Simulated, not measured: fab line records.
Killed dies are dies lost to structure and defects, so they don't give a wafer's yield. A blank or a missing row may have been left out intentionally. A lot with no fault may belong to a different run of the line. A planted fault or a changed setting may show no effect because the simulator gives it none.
Matching of chambers + flow sky130 + SKY_FIELD_ISO_CMP_27 on cmp-01 has 4 sister chambers
The step polishes, stops on Si3N4, t overpolish 16 s, target thk 457.8 nm. 14 wafers are shown with their chamber, then 6 later ones without.

## WAFERS PAIRED WITH THEIR CHAMBERS
| wafer  | chamber | timeToEndpointS (s) | motorCurrentA (A) | overpolishRunS (s) |
|--------|---------|---------------------|-------------------|--------------------|
| L997.1 | 0       | 103                 | 12.6              | 15.998             |
| L997.4 | 3       | 110                 | 11.9              | 16.003             |
| L997.6 | 1       | 109                 | 12.1              | 15.997             |
| L103.2 | 3       | 116                 | 12.1              | 16.001             |
| L103.3 | 1       | 112                 | 12.7              | 16.003             |
| L103.6 | 0       | 108                 | 12.3              | 16.011             |
| L105.1 | 3       | 114                 | 13.6              | 15.998             |
| L105.3 | 2       | 110                 | 12.3              | 15.994             |
| L105.6 | 1       | 111                 | 12.5              | 16.019             |
| L106.2 | 1       | 113                 | 11.6              | 15.994             |
| L106.3 | 0       | 113                 | 12.9              | 16.007             |
| L106.4 | 2       | 114                 | 12.8              | 16.005             |
| L108.1 | 1       | 104                 | 11.7              | 16.005             |
| L108.2 | 3       | 110                 | 13.0              | 15.990             |

SIGNATURES, as means of the wafers listed above
| reading         | chamber 0 | chamber 1 | chamber 2 | chamber 3 | scatter within a chamber |
|-----------------|-----------|-----------|-----------|-----------|--------------------------|
| timeToEndpointS | 108.00    | 109.80    | 112.00    | 112.50    | 3.69                     |
| motorCurrentA   | 12.600    | 12.120    | 12.550    | 12.650    | 0.559                    |
| overpolishRunS  | 16.00533  | 16.00360  | 15.99950  | 15.99800  | 0.00789                  |
Rule: a wafer lies at a distance from a chamber equal to the root of the sum of squares, over the readings, of (its reading less the chamber's mean, divided by the reading's scatter). The wafer belongs to the nearest chamber; if the next one is less than 2 further off, it can't be placed. The scatter: take each reading less its chamber's mean, square it, sum over the shown wafers, divide by the number of wafers less the number of chambers, and take the root.

## WAFERS WHOSE CHAMBER IS MISSING
| wafer  | timeToEndpointS (s) | motorCurrentA (A) | overpolishRunS (s) |
|--------|---------------------|-------------------|--------------------|
| L108.4 | 107                 | 12.5              | 16.006             |
| L109.3 | 110                 | 12.6              | 16.011             |
| L109.5 | 115                 | 12.4              | 15.998             |
| L109.6 | 108                 | 12.5              | 15.985             |
| L119.4 | 115                 | 12.6              | 16.001             |
| L119.6 | 110                 | 11.7              | 16.000             |

## EACH ONE'S CHAMBER
| wafer  | from the rows above               | in truth |
|--------|-----------------------------------|----------|
| L108.4 | can't be placed: 0 or 1 or 2 or 3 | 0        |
| L109.3 | can't be placed: 0 or 1 or 2 or 3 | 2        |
| L109.5 | can't be placed: 3 or 2 or 1 or 0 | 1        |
| L109.6 | can't be placed: 3 or 2 or 1 or 0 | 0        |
| L119.4 | can't be placed: 3 or 2 or 1 or 0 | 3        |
| L119.6 | can't be placed: 1 or 2 or 0 or 3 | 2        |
Correct placement for 0 of the 6. Cannot be placed on the basis of these rows: 6; the candidates contain the true chamber in 6. 0 placed wrongly.
